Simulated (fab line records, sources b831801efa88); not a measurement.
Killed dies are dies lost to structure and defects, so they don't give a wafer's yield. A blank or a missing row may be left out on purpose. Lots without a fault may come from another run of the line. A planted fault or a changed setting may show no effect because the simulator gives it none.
One fault seen from 2 desks | flow gf180mcu | each desk has only its own numbers; what lay behind them comes last

THE METROLOGY DESK
What the gauges read, lot by lot, whatever tool the lot ran on: means of the sampled wafers that have a number. A lot is out of limits, marked OUT, if its mean lies more than 4 standard deviations from the usual mean; the brackets give that distance.
Columns: A = cd_nm at GF_POLY_GATE_CD_MEAS_10, usual 280.3 nm; B = HV_LDD_TW at GF_HV_LDD_TW_MEAS_11, usual 2412; C = HV_LDD_RS at GF_HV_LDD_RS_MEAS_53, usual 423.1 ohm/sq
lot  | first seen here | A     | B                    | C
L680 | day 10 02:16    | 278.6 | 2422                 | 421.9
L681 | day 10 10:59    | 280.9 | 2415                 | 422.6
L682 | day 10 12:58    | 278.4 | 2425                 | 423.0
L685 | day 11 03:23    | 279.0 | 2422                 | 423.5
L684 | day 11 03:40    | 282.4 | 2420                 | 425.1
L686 | day 11 19:35    | 280.3 | 2433                 | 424.2
L688 | day 11 20:50    | 279.7 | 2410                 | 422.0
L689 | day 12 04:14    | 281.0 | 2406                 | 423.6
L691 | day 12 16:47    | 280.7 | 2416                 | 424.5
L693 | day 13 04:03    | 278.1 | 30 (-99 or more) OUT | 879.3 (+99 or more) OUT
L694 | day 13 12:56    | 279.6 | 30 (-99 or more) OUT | 881.7 (+99 or more) OUT
L700 | day 15 07:44    | 281.2 | 2415                 | 421.6
L701 | day 15 12:46    | 281.9 | 2409                 | 424.1
L702 | day 15 20:10    | 278.8 | 2425                 | 422.2
This desk's finding: out of limits on L693, L694; first on L693, day 14 04:26 (HV_LDD_TW at GF_HV_LDD_TW_MEAS_11). In limits: L680, L681, L682, L685, L684, L686, L688, L689, L691, L700, L701, L702.

THE TOOL OWNER'S DESK: implanter-02
The tool's own readings at GF_HV_LDD_IMPLANT_09: means of the sampled wafers that have a number, for each lot that ran on this tool. A lot is out of limits, marked OUT, if its mean lies more than 4 standard deviations from the usual mean; the brackets give that distance.
Columns: A = beam_energy_keV at GF_HV_LDD_IMPLANT_09, usual 39.999; B = beam_on_s at GF_HV_LDD_IMPLANT_09, usual 9.99 s
lot  | first seen here | A      | B
L680 | day 10 22:22    | 40.002 | 9.87
L681 | day 11 07:41    | 40.003 | 9.97
L685 | day 11 23:27    | 39.999 | 9.78
L684 | day 12 00:46    | 40.007 | 10.07
L686 | day 12 16:30    | 40.002 | 9.91
L689 | day 13 01:18    | 39.987 | 10.20
L701 | day 16 12:37    | 39.995 | 10.13
This desk's finding: nothing out of limits on any of the 7 lots.

PUT TOGETHER
The metrology desk could have raised an alarm at day 14 04:26, on L693, L694.
The tool owner's desk saw nothing out of limits.
The tool owner's desk has no number on record for L693, L694.
Of the lots named, all ran GF_HV_LDD_IMPLANT_09 on implanter-02.

WHAT THE SIMULATOR HAD PUT IN
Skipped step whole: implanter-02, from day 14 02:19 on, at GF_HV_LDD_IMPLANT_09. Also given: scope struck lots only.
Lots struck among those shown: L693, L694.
Hours from the fault's start to each desk's first reading out of limits: the metrology desk, 2.
